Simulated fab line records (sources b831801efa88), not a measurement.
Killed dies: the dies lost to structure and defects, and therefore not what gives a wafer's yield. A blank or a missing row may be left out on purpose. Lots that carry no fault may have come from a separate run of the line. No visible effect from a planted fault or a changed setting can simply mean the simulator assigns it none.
fab line records	flow sky130
record: lots: 13	wafers: 39	last_day: 50
route steps=708 shown METAL1@450 VIA1@467 METAL2@483
lots with no fault: from the same line, run without faults
start_h: start of the lot's first displayed wafer, in hours after the record's first day	wait_h: time in hours since the lot's previous step	" the same as in the row above	L1.1+2: a row that stands for several wafers	- no value, or no start given	* or withheld: withheld	< > ~ a bound
route shown NAME@n: NAME is a module with steps in the file, n the number in the route of the first one	usual: mean/standard deviation of fault-free wafers	same: alike in all rows	chamber/n: place in a boat	sites: each site's reading	_std_site: their standard deviation	_edge_site: mean of outer sites minus mean of inner sites	radius_mm: for every site, how far away it sits from the centre of the wafer	mask NAME#n: copy n	behind: the last tool/chamber to shape the wafer	hold: why the lot was held/for how many hours/how that ended	device: the transistor (n, p or np) that didn't switch	end of line: the same wafers' tests at the end of the route	for a step that has no rows: nothing shown but its recipe	killed: not the wafer's yield, but the dies lost to structure and defects at the first sort	map: a wafer's dies, marking killed ones x, the rest . and places with no die _
set.NAME: the setting the step ran with; set.NAME@STEP: the setting that earlier step ran with	model.NAME: the simulator's own value behind a step, which no gauge read
a sample of lots followed through the steps of the route, with each step as a table and each wafer as a row
services: from which hour (start_h, from the record's first day; less than 0 if before it) a tool's chamber was out of use, for how many hours, and why
== steps ==
step: SKY_METAL1_OVL_MEAS_16
usual: METAL1_OVL: -2/6.2
lot.wafer	tool	chamber	start_h	wait_h	METAL1_OVL[nm]
L445.1	overlay-01	-	770.80	0.1	4
L445.5	"	-	"	"	5
L445.6	"	-	"	"	-13
L446.1	overlay-01	-	776.08	0.1	-3
L446.4	"	-	"	"	2
L446.5	"	-	"	"	5
L449.4	overlay-02	-	802.33	0.1	-3
L449.5	"	-	"	"	11
L449.6	"	-	"	"	-2
L450.1	overlay-01	-	804.56	0.1	-9
L450.3	"	-	"	"	-15
L450.6	"	-	"	"	-13
L451.3	overlay-02	-	814.44	0.1	-3
L451.4	"	-	"	"	2
L451.5	"	-	"	"	2
L452.1	overlay-01	-	831.93	0.1	-2
L452.3	"	-	"	"	-2
L452.6	"	-	"	"	-5
L454.4	overlay-02	-	845.33	0.1	-3
L454.5	"	-	"	"	4
L454.6	"	-	"	"	3
L455.3	overlay-02	-	850.27	0.1	-1
L455.4	"	-	"	"	-2
L455.6	"	-	"	"	2
L462.1	overlay-02	-	899.91	0.1	7
L462.3	"	-	"	"	13
L462.6	"	-	"	"	5
L461.1	overlay-02	-	900.48	0.1	5
L461.4	"	-	"	"	4
L461.6	"	-	"	"	5
L463.1	overlay-02	-	903.46	0.1	9
L463.2	"	-	"	"	6
L463.3	"	-	"	"	5
L464.4	overlay-01	-	915.63	0.1	-6
L464.5	"	-	"	"	-6
L464.6	"	-	"	"	-7
L466.2	overlay-01	-	934.59	0.1	-14
L466.4	"	-	"	"	-15
L466.5	"	-	"	"	-12
step: SKY_VIA1_EXPOSE_09
recipe: mask_id: VIM	na: 0.8	source_shape: annular	sigma_inner: 0.55	sigma_outer: 0.85	target_cd_nm: 150	dose_mj: 38
usual: exposure_dose_mJ_cm2: 37.82/0.035
same: sigma_inner: 0.55
lot.wafer	tool	chamber	start_h	wait_h	mask	exposure_dose_mJ_cm2
L445.1	krf_scanner-02	0	785.56	-	VIM#0	37.79
L445.5	"	0	"	"	VIM#0	37.85
L445.6	"	0	"	"	VIM#0	37.82
L446.1	krf_scanner-01	0	790.32	-	VIM#0	37.82
L446.4	"	0	"	"	VIM#0	37.83
L446.5	"	0	"	"	VIM#0	37.75
L449.4	krf_scanner-02	0	816.55	-	VIM#0	37.89
L449.5	"	0	"	"	VIM#0	37.82
L449.6	"	0	"	"	VIM#0	37.86
L450.1	krf_scanner-02	0	818.63	-	VIM#0	37.78
L450.3	"	0	"	"	VIM#0	37.85
L450.6	"	0	"	"	VIM#0	37.80
L451.3	krf_scanner-01	0	828.70	-	VIM#0	37.79
L451.4	"	0	"	"	VIM#0	37.75
L451.5	"	0	"	"	VIM#0	37.78
L452.1	krf_scanner-01	0	847.03	-	VIM#0	37.88
L452.3	"	0	"	"	VIM#0	37.80
L452.6	"	0	"	"	VIM#0	37.82
L454.4	krf_scanner-01	0	860.03	-	VIM#0	37.84
L454.5	"	0	"	"	VIM#0	37.84
L454.6	"	0	"	"	VIM#0	37.81
L455.3	krf_scanner-02	0	864.65	-	VIM#0	37.87
L455.4	"	0	"	"	VIM#0	37.83
L455.6	"	0	"	"	VIM#0	37.79
L462.1	krf_scanner-01	0	913.39	-	VIM#0	37.81
L462.3	"	0	"	"	VIM#0	37.79
L462.6	"	0	"	"	VIM#0	37.81
L461.1	krf_scanner-02	0	914.75	-	VIM#0	41.83
L461.4	"	0	"	"	VIM#0	41.78
L461.6	"	0	"	"	VIM#0	41.87
L463.1	krf_scanner-01	0	917.57	-	VIM#0	37.82
L463.2	"	0	"	"	VIM#0	37.81
L463.3	"	0	"	"	VIM#0	37.86
L464.4	krf_scanner-01	0	929.55	-	VIM#0	37.83
L464.5	"	0	"	"	VIM#0	37.82
L464.6	"	0	"	"	VIM#0	37.84
L466.2	krf_scanner-01	0	948.24	-	VIM#0	37.78
L466.4	"	0	"	"	VIM#0	37.77
L466.5	"	0	"	"	VIM#0	37.83
step: SKY_VIA1_CD_MEAS_12
recipe: target_cd_nm: 150
usual: cd_nm: 149.3/1.5
lot.wafer	tool	chamber	start_h	wait_h	cd_nm
L445.1	cd_sem-02	-	798.89	-	149.1
L445.5	"	-	"	"	149.6
L445.6	"	-	"	"	149.8
L446.1	cd_sem-02	-	804.03	-	149.4
L446.4	"	-	"	"	148.8
L446.5	"	-	"	"	149.9
L449.4	cd_sem-02	-	828.95	-	150.5
L449.5	"	-	"	"	147.7
L449.6	"	-	"	"	149.9
L450.1	cd_sem-02	-	831.19	-	149.5
L450.3	"	-	"	"	148.3
L450.6	"	-	"	"	150.4
L451.3	cd_sem-02	-	841.22	-	146.8
L451.4	"	-	"	"	146.6
L451.5	"	-	"	"	147.3
L452.1	cd_sem-01	-	859.58	-	147.8
L452.3	"	-	"	"	148.0
L452.6	"	-	"	"	149.0
L454.4	cd_sem-02	-	872.46	-	150.4
L454.5	"	-	"	"	150.6
L454.6	"	-	"	"	148.9
L455.3	cd_sem-02	-	877.03	-	149.9
L455.4	"	-	"	"	148.0
L455.6	"	-	"	"	148.9
L462.1	cd_sem-02	-	925.73	-	149.7
L462.3	"	-	"	"	149.5
L462.6	"	-	"	"	149.0
L461.1	cd_sem-02	-	926.55	-	169.2
L461.4	"	-	"	"	66.0
L461.6	"	-	"	"	75.5
L463.1	cd_sem-01	-	929.84	-	150.3
L463.2	"	-	"	"	152.3
L463.3	"	-	"	"	150.5
L464.4	cd_sem-01	-	941.56	-	148.6
L464.5	"	-	"	"	148.6
L464.6	"	-	"	"	149.2
L466.2	cd_sem-02	-	960.55	-	148.4
L466.4	"	-	"	"	148.1
L466.5	"	-	"	"	146.2
step: SKY_VIA1_OVL_MEAS_13
usual: VIA1_OVL: -3/5.1
lot.wafer	tool	chamber	start_h	wait_h	VIA1_OVL[nm]
L445.1	overlay-01	-	799.01	0.1	-1
L445.5	"	-	"	"	2
L445.6	"	-	"	"	2
L446.1	overlay-01	-	804.15	0.1	6
L446.4	"	-	"	"	4
L446.5	"	-	"	"	3
L449.4	overlay-02	-	829.03	0.1	-8
L449.5	"	-	"	"	-9
L449.6	"	-	"	"	-11
L450.1	overlay-02	-	831.31	0.1	4
L450.3	"	-	"	"	0
L450.6	"	-	"	"	3
L451.3	overlay-02	-	841.31	0.1	-8
L451.4	"	-	"	"	-2
L451.5	"	-	"	"	-3
L452.1	overlay-02	-	859.70	0.1	-2
L452.3	"	-	"	"	-3
L452.6	"	-	"	"	-7
L454.4	overlay-01	-	872.53	0.1	-11
L454.5	"	-	"	"	-6
L454.6	"	-	"	"	-3
L455.3	overlay-02	-	877.12	0.1	-5
L455.4	"	-	"	"	-11
L455.6	"	-	"	"	-4
L462.1	overlay-02	-	925.85	0.1	-1
L462.3	"	-	"	"	-3
L462.6	"	-	"	"	-3
L461.1	overlay-02	-	926.67	0.1	-9
L461.4	"	-	"	"	-8
L461.6	"	-	"	"	-8
L463.1	overlay-02	-	929.96	0.1	-1
L463.2	"	-	"	"	2
L463.3	"	-	"	"	5
L464.4	overlay-02	-	941.63	0.1	-5
L464.5	"	-	"	"	-8
L464.6	"	-	"	"	2
L466.2	overlay-01	-	960.66	0.1	-6
L466.4	"	-	"	"	-6
L466.5	"	-	"	"	-7
step: SKY_METAL2_SPUTTER_00
recipe: material: Ti	target_thk_nm: 15	power_w: 3000	time_s: 10	chamber_pressure_pa: 0.4
usual: throttle_valve_pct: 30.1/1.2
lot.wafer	tool	chamber	start_h	wait_h	throttle_valve_pct
L445.1	pvd_sputter-01	-	800.36	0.1	31.4
L445.5	"	-	"	"	32.0
L445.6	"	-	"	"	29.9
L446.1	pvd_sputter-01	-	805.59	0.2	32.0
L446.4	"	-	"	"	31.3
L446.5	"	-	"	"	32.0
L449.4	pvd_sputter-01	-	830.37	0.2	30.0
L449.5	"	-	"	"	31.5
L449.6	"	-	"	"	27.6
L450.1	pvd_sputter-01	-	832.66	0.2	30.1
L450.3	"	-	"	"	31.4
L450.6	"	-	"	"	31.9
L451.3	pvd_sputter-01	-	842.73	0.1	31.9
L451.4	"	-	"	"	27.8
L451.5	"	-	"	"	30.0
L452.1	pvd_sputter-01	-	861.09	0.1	29.9
L452.3	"	-	"	"	31.5
L452.6	"	-	"	"	31.1
L454.4	pvd_sputter-03	-	873.87	0.1	30.2
L454.5	"	-	"	"	30.5
L454.6	"	-	"	"	31.0
L455.3	pvd_sputter-03	-	878.56	0.2	30.2
L455.4	"	-	"	"	30.0
L455.6	"	-	"	"	30.9
L462.1	pvd_sputter-04	-	927.20	0.1	29.4
L462.3	"	-	"	"	30.3
L462.6	"	-	"	"	30.5
L461.1	pvd_sputter-01	-	928.02	0.1	27.6
L463.1	pvd_sputter-04	-	931.32	0.2	29.8
L463.2	"	-	"	"	29.7
L463.3	"	-	"	"	30.3
L464.4	pvd_sputter-04	-	942.98	0.2	30.2
L464.5	"	-	"	"	30.6
L464.6	"	-	"	"	29.7
L466.2	pvd_sputter-01	-	962.00	0.1	31.3
L466.4	"	-	"	"	32.0
L466.5	"	-	"	"	27.4
== services ==
tool	chamber	start_h	hours	kind
krf_scanner-02	-	765.82	9.3	repair
krf_scanner-01	-	775.12	7.2	pm
pvd_sputter-04	-	778.15	0.7	repair
krf_scanner-01	-	782.32	4.0	pm
krf_scanner-02	-	786.36	0.8	pm
pvd_sputter-04	-	792.23	0.8	repair
pvd_sputter-04	-	815.61	3.7	repair
pvd_sputter-04	-	822.61	7.9	repair
krf_scanner-01	-	824.35	1.0	pm
krf_scanner-01	-	840.07	3.6	pm
krf_scanner-02	-	844.22	1.3	pm
krf_scanner-01	-	861.59	4.4	pm
pvd_sputter-01	-	865.20	1.9	repair
krf_scanner-02	-	865.96	1.0	pm
krf_scanner-01	-	868.15	1.3	pm
pvd_sputter-01	0	871.06	-	consumable_replace:kit
pvd_sputter-01	0	871.06	18.0	scheduled_down
pvd_sputter-04	-	883.94	1.9	repair
pvd_sputter-01	-	887.18	3.8	repair
krf_scanner-01	-	911.23	0.8	pm
pvd_sputter-03	-	911.61	21.2	repair
pvd_sputter-01	-	914.43	2.3	repair
krf_scanner-02	-	921.03	0.8	repair
krf_scanner-02	-	947.55	0.8	pm
== key ==
first_sign: step: SKY_VIA1_EXPOSE_09	reading: exposure_dose_mJ_cm2	direction: up	sigmas: 99+	usual: *	struck: *
effect: step: SKY_VIA1_CD_MEAS_12	reading: cd_nm	direction: down	sigmas: 32	usual: 149.3	struck: 103.6	through: control_loop
met_at SKY_VIA1_EXPOSE_09
struck_lots L461
later_rows_left_out L461.4,L461.6
sort_left_out L461.1,L461.4,L461.6
loop_trim: step: SKY_VIA1_EXPOSE_09	setting: dose	lots: L461
not_acting_at SKY_METAL1_OVL_MEAS_16,SKY_VIA1_OVL_MEAS_13,SKY_METAL2_SPUTTER_00
onset_between 864.65 914.75
fault: kind: process_parameter_drift	tool: krf_scanner-02	chamber: -	onset_h: 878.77	steps: SKY_VIA1_EXPOSE_09	channel: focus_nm	offset: 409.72	spread_by_wafer: 0.3	shape: step	end_h: 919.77
sort_left_out: the simulated sort isn't trusted on such a fault, so these wafers' sort isn't shown, and their yield isn't known
later_rows_left_out: the simulator's readings of these wafers behind a module that went badly wrong aren't trusted and aren't shown, but for the sort
loop_trim: a control loop set the setting to another value than it would have without faults
